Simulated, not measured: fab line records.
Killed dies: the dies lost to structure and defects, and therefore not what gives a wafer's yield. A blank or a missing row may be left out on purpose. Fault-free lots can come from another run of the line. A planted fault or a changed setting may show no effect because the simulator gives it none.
Problem report in the 8D (eight disciplines) form, filled by code + flow sky130 + the parts of the form that need people (team, actions taken, sign-off) are left out

## 1. WHAT WENT WRONG
Mean of spikeTcCentreC at SKY_SONOS_ONO_CVD_04: 916.2 C across 9 wafers in 3 lots; on wafers with no fault it is 899.3 C (standard deviation 1.5). Measured from the usual mean, that is +11 standard deviations.
The step: deposits SiO2 from SiH4/N2O, target thk 5.7199 nm.
First observed at day 13 02:31: wafer L117.2, on lpcvd-03. At this step, 15 wafers from 5 lots have a number in the record. By rule, "out" or "out of limits" means more than 4 standard deviations away from the usual mean. Any other wafer with a number is counted as sound.

## 2. WHAT IT IS, WHAT IT ISN'T
| question                    | is                                 | is not                                                             |
|-----------------------------|------------------------------------|--------------------------------------------------------------------|
| which readings at this step | spikeTcCentreC, zonePowerCentrePct | -                                                                  |
| which lots                  | L117, L118, L119                   | L113, L126                                                         |
| which wafers of those lots  | all that have a number             | -                                                                  |
| read on which tools         | lpcvd-03                           | -                                                                  |
| when                        | from day 13 02:31                  | up to then (3 sound wafers); but 3 sound wafers of L126 came after |

## 3. THE SUSPECTS, EACH WITH WHAT RULES IT OUT
Counting: a tool at a process step up to the reading stays a suspect if it ran every lot that is out and no sound lot after the first of them.
- lpcvd-03 at SKY_SONOS_ONO_CVD_04 (deposits SiO2 from SiH4/N2O, target thk 5.7199 nm): ruled out as a lasting fault. Sound lots L126 ran on it after its first lot that is out, L117 (day 13 02:31).
Left after counting: nothing in the record.

## 4. THE CAUSE (what the simulator had put in)
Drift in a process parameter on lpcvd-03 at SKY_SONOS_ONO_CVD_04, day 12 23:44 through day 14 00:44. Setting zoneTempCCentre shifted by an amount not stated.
Counting ruled it out, wrongly.

## 5. THE EFFECT CHAIN, in route order
Rows list readings where the struck wafers' mean (over those with a number) sits beyond 3 standard deviations from the usual. Only readings whose record carries a usual standard deviation are examined. hours: median over the lots of the time between each lot's start at the first step of this table that gives one and its start at this step. sigmas: the change, counted in usual standard deviations.
| hours | step                 | reading            | usual   | on struck wafers | change | sigmas |
|-------|----------------------|--------------------|---------|------------------|--------|--------|
| 0     | SKY_SONOS_ONO_CVD_04 | spikeTcCentreC     | 899.3 C | 916.2            | +16.9  | +11    |
| 0     | SKY_SONOS_ONO_CVD_04 | zonePowerCentrePct | 17.5 %  | 25.0             | +7.5   | +5.0   |
| 0     | SKY_SONOS_ONO_CVD_04 | zonePowerUpperPct  | 16.7 %  | 12.9             | -3.8   | -3.4   |
Its process steps:
- SKY_SONOS_ONO_CVD_04: deposits SiO2 from SiH4/N2O, target thk 5.7199 nm.

## 6. HOW IT WOULD HAVE BEEN CAUGHT EARLIER
The fault began at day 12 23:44; the first out-of-limits reading in this record came at day 13 02:31, 3 hours later.
